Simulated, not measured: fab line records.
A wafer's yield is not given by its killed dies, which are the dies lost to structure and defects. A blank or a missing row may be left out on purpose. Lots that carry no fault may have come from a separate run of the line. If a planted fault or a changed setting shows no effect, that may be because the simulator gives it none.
fab line records ; flow gf180mcu
[record] lots = 12; wafers = 36; lastDay = 34
route steps=602 shown STI@13 LVPWELL@62 POLY_GATE@158
lots with no fault: from the same line, run without faults
startH: hours from the record's opening day to when the first of the lot's shown wafers began ; waitH: hours since the lot's step before ; " as in the row above ; L1.1+2: one row covering several wafers at once ; - either no value or no given start ; * or withheld: withheld ; < > ~ a bound
route shown NAME@n: NAME is a module with steps in the file, n the number in the route of the first one ; usual: mean/standard deviation of fault-free wafers ; same: alike in all rows ; chamber/n: place in a boat ; sites: readings site by site ; _std_site: the values' standard deviation ; _edge_site: the outer-site mean with the inner-site mean subtracted ; radiusMm: for every site, how far away it sits from the centre of the wafer ; mask NAME#n: copy n ; behind: tool/chamber where the wafer was last shaped ; hold: what put the lot on hold/how long, in hours/how the hold closed ; device: the n, p or np transistor that did not switch ; end of line: tests of these same wafers at the route's end ; a step with no rows: only its recipe ; killed: at the first sort, the dies lost to defects and structure; wafer yield is something else ; map: a wafer's dies, x killed, . not, _ none there
set.NAME: setting as actually run; set.NAME@STEP: the setting as run at that earlier step ; model.NAME: the simulator's own value behind a step, which no gauge read
one table for each step of the route and one row for each wafer, over a sample of lots
services: a tool's chamber out of use, with start hour (startH, from the record's first day; less than 0 if before it), hours out, and reason
[[steps]]
[step GF_STI_CD_MEAS_12]
[recipe] targetCdNm = 220
[usual] cdNm = 220.0/1.1
lot.wafer;tool;chamber;startH;waitH;cdNm
L360.1;cdSem-01;-;28.40;0.1;217.2
L360.3;cdSem-01;-;28.40;0.1;218.1
L360.5;cdSem-01;-;28.40;0.1;216.6
L361.2;cdSem-02;-;31.63;0.1;221.6
L361.3;cdSem-02;-;31.63;0.1;220.7
L361.6;cdSem-02;-;31.63;0.1;219.7
L363.2;cdSem-02;-;41.48;0.1;220.0
L363.3;cdSem-02;-;41.48;0.1;220.1
L363.5;cdSem-02;-;41.48;0.1;219.4
L365.3;cdSem-01;-;52.21;0.1;220.3
L365.5;cdSem-01;-;52.21;0.1;220.2
L365.6;cdSem-01;-;52.21;0.1;221.6
L366.4;cdSem-01;-;56.16;0.1;220.1
L366.5;cdSem-01;-;56.16;0.1;221.1
L366.6;cdSem-01;-;56.16;0.1;220.7
L367.1;cdSem-02;-;61.30;0.1;219.8
L367.2;cdSem-02;-;61.30;0.1;218.7
L367.3;cdSem-02;-;61.30;0.1;219.1
L368.2;cdSem-02;-;67.73;0.1;218.4
L368.3;cdSem-02;-;67.73;0.1;217.5
L368.6;cdSem-02;-;67.73;0.1;217.0
L370.1;cdSem-02;-;76.81;0.1;219.7
L370.4;cdSem-02;-;76.81;0.1;220.7
L370.5;cdSem-02;-;76.81;0.1;220.2
L372.1;cdSem-02;-;86.95;0.1;219.7
L372.2;cdSem-02;-;86.95;0.1;218.0
L372.3;cdSem-02;-;86.95;0.1;220.1
L380.1;cdSem-01;-;134.85;0.1;221.7
L380.3;cdSem-01;-;134.85;0.1;220.2
L380.5;cdSem-01;-;134.85;0.1;220.7
L382.1;cdSem-02;-;143.10;0.1;220.4
L382.3;cdSem-02;-;143.10;0.1;219.4
L382.5;cdSem-02;-;143.10;0.1;220.2
L383.2;cdSem-02;-;145.58;0.1;219.3
L383.3;cdSem-02;-;145.58;0.1;220.0
L383.5;cdSem-02;-;145.58;0.1;218.8
[step GF_STI_STRIP_15]
[recipe] chemistry = O2/N2; powerW = 1400; pressureMtorr = 1500; platenTempC = 250; o2FlowSccm = 2910; n2FlowSccm = 300; overashFraction = 0.5
[usual] chamberPressureMTorr = 1499.9/1.4; drypumpMotorCurrentA = 5.87/0.21; heaterPowerW = 369/48; oesProductAu = 0.384/0.0046; platenTempC = 250.03/0.16; stripTimeToEndpointS = 3.73/0.049
lot.wafer;tool;chamber;startH;waitH;chamberPressureMTorr;drypumpMotorCurrentA;heaterPowerW;oesProductAu;platenTempC;rfHoursCounterH;stripTimeToEndpointS
L360.1;plasmaAsher-04;1;28.67;0.0;1501.5;5.54;321;0.380;249.73;23;3.67
L360.3;plasmaAsher-04;1;28.67;0.0;1498.2;5.55;324;0.380;249.99;-;3.71
L360.5;plasmaAsher-04;1;28.67;0.0;1502.7;5.55;318;0.380;250.07;-;3.69
L361.2;plasmaAsher-02;0;31.89;0.0;1495.9;5.98;326;0.389;250.04;39;3.79
L361.3;plasmaAsher-02;0;31.89;0.0;1500.7;5.96;327;0.386;250.20;-;3.78
L361.6;plasmaAsher-02;1;31.89;0.0;1498.9;6.02;432;0.383;250.09;-;3.80
L363.2;plasmaAsher-03;0;41.74;0.0;1499.8;5.60;354;0.380;250.24;39;3.75
L363.3;plasmaAsher-03;0;41.74;0.0;1498.8;5.61;346;0.384;249.95;-;3.75
L363.5;plasmaAsher-03;0;41.74;0.0;1498.9;5.61;359;0.377;249.95;-;3.84
L365.3;plasmaAsher-04;0;52.48;0.1;1499.9;6.06;380;0.388;250.05;-;3.71
L365.5;plasmaAsher-04;0;52.48;0.1;1501.2;6.06;373;0.385;249.81;-;3.76
L365.6;plasmaAsher-04;1;52.48;0.1;1499.6;5.56;331;0.381;250.16;-;3.73
L366.4;plasmaAsher-03;0;56.41;0.1;1498.5;5.60;360;0.377;249.86;-;3.68
L366.5;plasmaAsher-03;0;56.41;0.1;1498.7;5.61;346;0.384;249.61;-;3.76
L366.6;plasmaAsher-03;1;56.41;0.1;1495.8;5.57;360;0.383;250.20;-;3.79
L367.1;plasmaAsher-02;1;61.57;0.0;1500.6;5.98;446;0.385;250.01;42;3.71
L367.2;plasmaAsher-02;0;61.57;0.0;1500.4;5.96;332;0.378;249.89;42;3.65
L367.3;plasmaAsher-02;1;61.57;0.0;1498.5;5.97;441;0.382;250.04;-;3.77
L368.2;plasmaAsher-02;0;67.99;0.0;1500.4;5.95;332;0.382;249.95;43;3.67
L368.3;plasmaAsher-02;0;67.99;0.0;1499.6;5.96;330;0.379;249.88;-;3.71
L368.6;plasmaAsher-02;0;67.99;0.0;1502.9;5.95;337;0.382;249.99;-;3.74
L370.1;plasmaAsher-02;1;77.09;0.0;1502.6;5.99;447;0.381;250.10;44;3.73
L370.4;plasmaAsher-02;0;77.09;0.0;1499.1;5.94;330;0.380;250.04;-;3.68
L370.5;plasmaAsher-02;1;77.09;0.0;1501.4;6.00;448;0.384;249.91;-;3.82
L372.1;plasmaAsher-02;0;87.22;0.0;1501.0;5.97;322;0.382;250.19;45;3.76
L372.2;plasmaAsher-02;1;87.22;0.0;1501.5;6.06;441;0.379;249.96;45;3.65
L372.3;plasmaAsher-02;1;87.22;0.0;1500.2;6.01;442;0.379;249.97;-;3.75
L380.1;plasmaAsher-02;1;135.12;0.0;1498.9;6.00;444;0.391;250.34;50;3.83
L380.3;plasmaAsher-02;1;135.12;0.0;1499.2;5.98;452;0.391;250.24;-;3.73
L380.5;plasmaAsher-02;0;135.12;0.0;1496.9;5.96;320;0.378;249.98;-;3.71
L382.1;plasmaAsher-02;0;143.37;0.0;1500.4;5.98;324;0.382;249.89;51;3.76
L382.3;plasmaAsher-02;0;143.37;0.0;1499.5;5.99;332;0.380;250.20;-;3.75
L382.5;plasmaAsher-02;0;143.37;0.0;1498.0;5.98;330;0.392;250.01;-;3.76
L383.2;plasmaAsher-03;0;145.83;0.0;1499.4;5.61;345;0.386;250.17;3;3.72
L383.3;plasmaAsher-03;1;145.83;0.0;1497.0;5.59;363;0.373;249.71;-;3.76
L383.5;plasmaAsher-03;0;145.83;0.0;1498.8;5.59;344;0.380;249.92;-;3.76
[step GF_LVPWELL_IMPLANT_08]
[recipe] species = B; energyKev = 170; doseCm2 = 1.5e+13; tiltDeg = 0
[usual] tiltDeg = -0.001/0.02
lot.wafer;tool;chamber;startH;waitH;tiltDeg
L360.1;implanter-03;0;71.35;0.0;-0.013
L360.3;implanter-03;0;71.35;0.0;-0.018
L360.5;implanter-03;0;71.35;0.0;-0.035
L361.2;implanter-04;0;76.41;0.0;0.007
L361.3;implanter-04;0;76.41;0.0;0.021
L361.6;implanter-04;0;76.41;0.0;-0.005
L363.2;implanter-02;0;84.52;0.0;0.035
L363.3;implanter-02;0;84.52;0.0;-0.042
L363.5;implanter-02;0;84.52;0.0;0.001
L365.3;implanter-04;0;98.70;0.1;-0.009
L365.5;implanter-04;0;98.70;0.1;0.005
L365.6;implanter-04;0;98.70;0.1;0.003
L366.4;implanter-02;0;103.16;0.1;0.004
L366.5;implanter-02;0;103.16;0.1;0.018
L366.6;implanter-02;0;103.16;0.1;-0.021
L367.1;implanter-02;0;107.95;0.0;4.750
L367.2;implanter-02;0;107.95;0.0;4.757
L367.3;implanter-02;0;107.95;0.0;4.751
L368.2;implanter-02;0;114.17;0.0;4.693
L368.3;implanter-02;0;114.17;0.0;4.719
L368.6;implanter-02;0;114.17;0.0;4.720
L370.1;implanter-04;0;125.39;0.0;0.001
L370.4;implanter-04;0;125.39;0.0;0.015
L370.5;implanter-04;0;125.39;0.0;0.014
L372.1;implanter-02;0;132.60;0.0;4.694
L372.2;implanter-02;0;132.60;0.0;4.717
L372.3;implanter-02;0;132.60;0.0;4.696
L380.1;implanter-03;0;188.85;0.0;-0.019
L380.3;implanter-03;0;188.85;0.0;-0.013
L380.5;implanter-03;0;188.85;0.0;-0.009
L382.1;implanter-04;0;197.79;0.0;-0.001
L382.3;implanter-04;0;197.79;0.0;-0.002
L382.5;implanter-04;0;197.79;0.0;0.021
L383.2;implanter-02;0;200.87;0.0;0.035
L383.3;implanter-02;0;200.87;0.0;0.019
L383.5;implanter-02;0;200.87;0.0;-0.001
[step GF_LVPWELL_TW_MEAS_11]
[usual] LVPWELL_TW = 559/4.8
lot.wafer;tool;chamber;startH;waitH;LVPWELL_TW
L360.1;filmMetro-04;-;71.75;0.1;560
L360.3;filmMetro-04;-;71.75;0.1;563
L360.5;filmMetro-04;-;71.75;0.1;563
L361.2;filmMetro-04;-;76.80;0.1;563
L361.3;filmMetro-04;-;76.80;0.1;565
L361.6;filmMetro-04;-;76.80;0.1;564
L363.2;filmMetro-01;-;84.91;0.1;562
L363.3;filmMetro-01;-;84.91;0.1;561
L363.5;filmMetro-01;-;84.91;0.1;556
L365.3;filmMetro-02;-;99.11;0.1;551
L365.5;filmMetro-02;-;99.11;0.1;551
L365.6;filmMetro-02;-;99.11;0.1;550
L366.4;filmMetro-01;-;103.52;0.1;565
L366.5;filmMetro-01;-;103.52;0.1;565
L366.6;filmMetro-01;-;103.52;0.1;561
L367.1;filmMetro-01;-;108.35;0.1;621
L367.2;filmMetro-01;-;108.35;0.1;619
L367.3;filmMetro-01;-;108.35;0.1;619
L368.2;filmMetro-01;-;114.56;0.1;620
L368.3;filmMetro-01;-;114.56;0.1;618
L368.6;filmMetro-01;-;114.56;0.1;618
L370.1;filmMetro-01;-;125.79;0.1;561
L370.4;filmMetro-01;-;125.79;0.1;564
L370.5;filmMetro-01;-;125.79;0.1;564
L372.1;filmMetro-01;-;133.00;0.1;614
L372.2;filmMetro-01;-;133.00;0.1;615
L372.3;filmMetro-01;-;133.00;0.1;617
L380.1;filmMetro-04;-;189.25;0.1;559
L380.3;filmMetro-04;-;189.25;0.1;562
L380.5;filmMetro-04;-;189.25;0.1;564
L382.1;filmMetro-02;-;198.19;0.1;553
L382.3;filmMetro-02;-;198.19;0.1;552
L382.5;filmMetro-02;-;198.19;0.1;551
L383.2;filmMetro-02;-;201.26;0.1;553
L383.3;filmMetro-02;-;201.26;0.1;551
L383.5;filmMetro-02;-;201.26;0.1;557
[step GF_VT_IMPLANT_RS_MEAS_48]
[recipe] thkMeasGauge = four-point-probe
[usual] LVPWELL_RS = 1196.5/2.7
lot.wafer;tool;chamber;startH;waitH;LVPWELL_RS[ohm/sq]
L360.1;filmMetro-02;-;158.64;0.1;1192.4
L360.3;filmMetro-02;-;158.64;0.1;1194.7
L360.5;filmMetro-02;-;158.64;0.1;1198.3
L361.2;filmMetro-01;-;166.01;0.1;1200.7
L361.3;filmMetro-01;-;166.01;0.1;1195.3
L361.6;filmMetro-01;-;166.01;0.1;1200.5
L363.2;filmMetro-04;-;174.71;0.1;1195.2
L363.3;filmMetro-04;-;174.71;0.1;1192.5
L363.5;filmMetro-04;-;174.71;0.1;1196.0
L365.3;filmMetro-02;-;191.09;0.1;1200.9
L365.5;filmMetro-02;-;191.09;0.1;1199.5
L365.6;filmMetro-02;-;191.09;0.1;1200.3
L366.4;filmMetro-04;-;196.91;0.1;1194.9
L366.5;filmMetro-04;-;196.91;0.1;1195.4
L366.6;filmMetro-04;-;196.91;0.1;1196.3
L367.1;filmMetro-04;-;202.79;0.1;1397.7
L367.2;filmMetro-04;-;202.79;0.1;1398.5
L367.3;filmMetro-04;-;202.79;0.1;1397.0
L368.2;filmMetro-02;-;211.86;0.1;1401.3
L368.3;filmMetro-02;-;211.86;0.1;1403.6
L368.6;filmMetro-02;-;211.86;0.1;1401.6
L370.1;filmMetro-02;-;224.78;0.1;1197.1
L370.4;filmMetro-02;-;224.78;0.1;1197.2
L370.5;filmMetro-02;-;224.78;0.1;1194.6
L372.1;filmMetro-01;-;235.69;0.1;1407.8
L372.2;filmMetro-01;-;235.69;0.1;1406.6
L372.3;filmMetro-01;-;235.69;0.1;1411.2
L380.1;filmMetro-04;-;300.29;0.1;1198.6
L380.3;filmMetro-04;-;300.29;0.1;1196.4
L380.5;filmMetro-04;-;300.29;0.1;1194.7
L382.1;filmMetro-04;-;313.29;0.1;1194.9
L382.3;filmMetro-04;-;313.29;0.1;1191.3
L382.5;filmMetro-04;-;313.29;0.1;1194.5
L383.2;filmMetro-04;-;316.36;0.1;1193.7
L383.3;filmMetro-04;-;316.36;0.1;1194.6
L383.5;filmMetro-04;-;316.36;0.1;1192.6
[step GF_POLY_GATE_THK_MEAS_01]
[recipe] reads = poly-Si_of_POLY_GATE_CVD_00
[usual] POLY_GATE_CVD_00_THK = 200.3/2
lot.wafer;tool;chamber;startH;waitH;POLY_GATE_CVD_00_THK[nm]
L360.1;filmMetro-03;-;182.55;0.0;203.6
L360.3;filmMetro-03;-;182.55;0.0;202.4
L360.5;filmMetro-03;-;182.55;0.0;203.6
L361.2;filmMetro-04;-;189.92;0.0;198.8
L361.3;filmMetro-04;-;189.92;0.0;196.9
L361.6;filmMetro-04;-;189.92;0.0;196.9
L363.2;filmMetro-03;-;197.42;0.0;201.3
L363.3;filmMetro-03;-;197.42;0.0;201.9
L363.5;filmMetro-03;-;197.42;0.0;201.0
L365.3;filmMetro-01;-;214.51;0.0;200.6
L365.5;filmMetro-01;-;214.51;0.0;200.3
L365.6;filmMetro-01;-;214.51;0.0;200.9
L366.4;filmMetro-04;-;220.04;0.0;202.5
L366.5;filmMetro-04;-;220.04;0.0;203.1
L366.6;filmMetro-04;-;220.04;0.0;202.5
L367.1;filmMetro-03;-;225.19;0.0;199.3
L367.2;filmMetro-03;-;225.19;0.0;200.1
L367.3;filmMetro-03;-;225.19;0.0;198.8
L368.2;filmMetro-03;-;234.90;0.0;202.2
L368.3;filmMetro-03;-;234.90;0.0;200.4
L368.6;filmMetro-03;-;234.90;0.0;200.0
L370.1;filmMetro-04;-;250.96;0.0;198.8
L370.4;filmMetro-04;-;250.96;0.0;199.5
L370.5;filmMetro-04;-;250.96;0.0;200.2
L372.1;filmMetro-04;-;266.06;0.0;202.9
L372.2;filmMetro-04;-;266.06;0.0;202.2
L372.3;filmMetro-04;-;266.06;0.0;201.5
L380.1;filmMetro-04;-;327.63;0.0;199.9
L380.3;filmMetro-04;-;327.63;0.0;199.4
L380.5;filmMetro-04;-;327.63;0.0;198.4
L382.1;filmMetro-03;-;339.87;0.0;199.2
L382.3;filmMetro-03;-;339.87;0.0;198.3
L382.5;filmMetro-03;-;339.87;0.0;201.3
L383.2;filmMetro-03;-;345.13;0.0;203.4
L383.3;filmMetro-03;-;345.13;0.0;203.6
L383.5;filmMetro-03;-;345.13;0.0;202.9
[[services]]
tool;chamber;startH;hours;kind
plasmaAsher-02;-;18.78;1.2;repair
plasmaAsher-04;-;65.41;4.6;repair
implanter-03;-;65.45;1.9;repair
implanter-02;-;103.45;4.2;pm
plasmaAsher-03;-;108.75;9.0;pm
plasmaAsher-03;0;108.75;9.0;ventCycle
plasmaAsher-03;1;108.75;9.0;ventCycle
implanter-03;-;111.92;2.4;repair
plasmaAsher-03;0;117.75;-;clean
plasmaAsher-03;1;117.75;-;clean
implanter-03;-;129.24;0.9;repair
plasmaAsher-04;-;139.99;14.6;pm
implanter-03;-;165.29;3.9;pm
implanter-02;-;174.87;1.5;repair
implanter-02;-;188.33;2.6;pm
[[key]]
[firstSign] step = GF_LVPWELL_IMPLANT_08; reading = tiltDeg; direction = up; sigmas = 99+; usual = -0.001; struck = 4.722
[effect] step = GF_LVPWELL_TW_MEAS_11; reading = LVPWELL_TW; direction = up; sigmas = 12; usual = 559; struck = 618
[effect] step = GF_VT_IMPLANT_RS_MEAS_48; reading = LVPWELL_RS; direction = up; sigmas = 76; usual = 1196.5; struck = 1402.8
metAt GF_LVPWELL_IMPLANT_08
struckLots L367,L368,L372
testerLeftOut L367,L368,L372
notActingAt GF_STI_CD_MEAS_12,GF_STI_STRIP_15,GF_POLY_GATE_THK_MEAS_01
onsetBetween 103.16 107.95
[fault] kind = processParameterDrift; tool = implanter-02; chamber = -; onsetH = 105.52; steps = GF_LVPWELL_IMPLANT_08; channel = tiltDeg; offset = 4.7091; shape = step; endH = 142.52; actsIn = theseRecipesOnly; stated = 0
// testerLeftOut: of these lots the tester's yield and bins aren't shown, on N5 and GAA mostly nor the transistor test; their killed dies are dies lost to structure and defects alone, not to doping, threshold or leakage, so they don't give the yield
